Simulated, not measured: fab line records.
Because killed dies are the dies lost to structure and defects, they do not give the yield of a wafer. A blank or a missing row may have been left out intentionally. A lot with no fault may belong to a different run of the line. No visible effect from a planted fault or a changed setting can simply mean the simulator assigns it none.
Matching of chambers	flow gf180mcu	GF_V3_CVD_00 on hdpcvd-02: 3 sister chambers
The step deposits SiO2, target thk 600 nm, time 100 s. 14 wafers are shown with their chamber, then 7 later ones without.

== WAFERS PAIRED WITH THEIR CHAMBERS ==
wafer	chamber	susceptorTempC (C)	sih4FlowSccm (sccm)
L205.3	2	399.74	59.63
L205.5	0	399.65	60.22
L205.6	2	399.94	59.71
L206.2	2	399.68	60.18
L206.3	0	399.59	60.02
L206.5	2	399.63	60.17
L208.3	1	399.99	60.10
L208.5	2	399.71	60.13
L208.6	0	399.87	59.88
L214.1	0	400.17	59.84
L214.4	0	399.80	59.85
L214.6	2	400.00	59.84
L223.2	2	399.90	59.83
L223.3	0	399.88	59.87

SIGNATURES (means of the wafers above)
reading	chamber 0	chamber 1	chamber 2	scatter within a chamber
susceptorTempC	399.8267	399.9900	399.8000	0.175
sih4FlowSccm	59.9467	60.1000	59.9271	0.197
Rule: a wafer's distance from a chamber is the root of the sum, over the readings, of the square of ((its reading less the chamber's mean) divided by the reading's scatter). The wafer belongs to the nearest chamber; if the next one is less than 2 further off, it can't be placed. The scatter: take each reading less its chamber's mean, square it, sum over the shown wafers, divide by the number of wafers less the number of chambers, and take the root.

== WAFERS WITHOUT THEIR CHAMBER ==
wafer	susceptorTempC (C)	sih4FlowSccm (sccm)
L223.5	399.99	59.80
L225.1	400.19	60.02
L225.3	400.00	60.01
L225.5	399.68	60.06
L227.1	399.97	60.04
L227.3	400.42	59.91
L227.5	400.01	60.22

== EACH ONE'S CHAMBER ==
wafer	from the rows above	in truth
L223.5	can't be placed: 0 or 2 or 1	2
L225.1	can't be placed: 1 or 0 or 2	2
L225.3	can't be placed: 1 or 0 or 2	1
L225.5	can't be placed: 2 or 0 or 1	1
L227.1	can't be placed: 1 or 0 or 2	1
L227.3	can't be placed: 1 or 0 or 2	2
L227.5	can't be placed: 1 or 0 or 2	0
Placed correctly: 0 of 7. From these rows, 7 cannot be placed; in 7 the true chamber is one of the candidates. Number placed wrongly: 0.
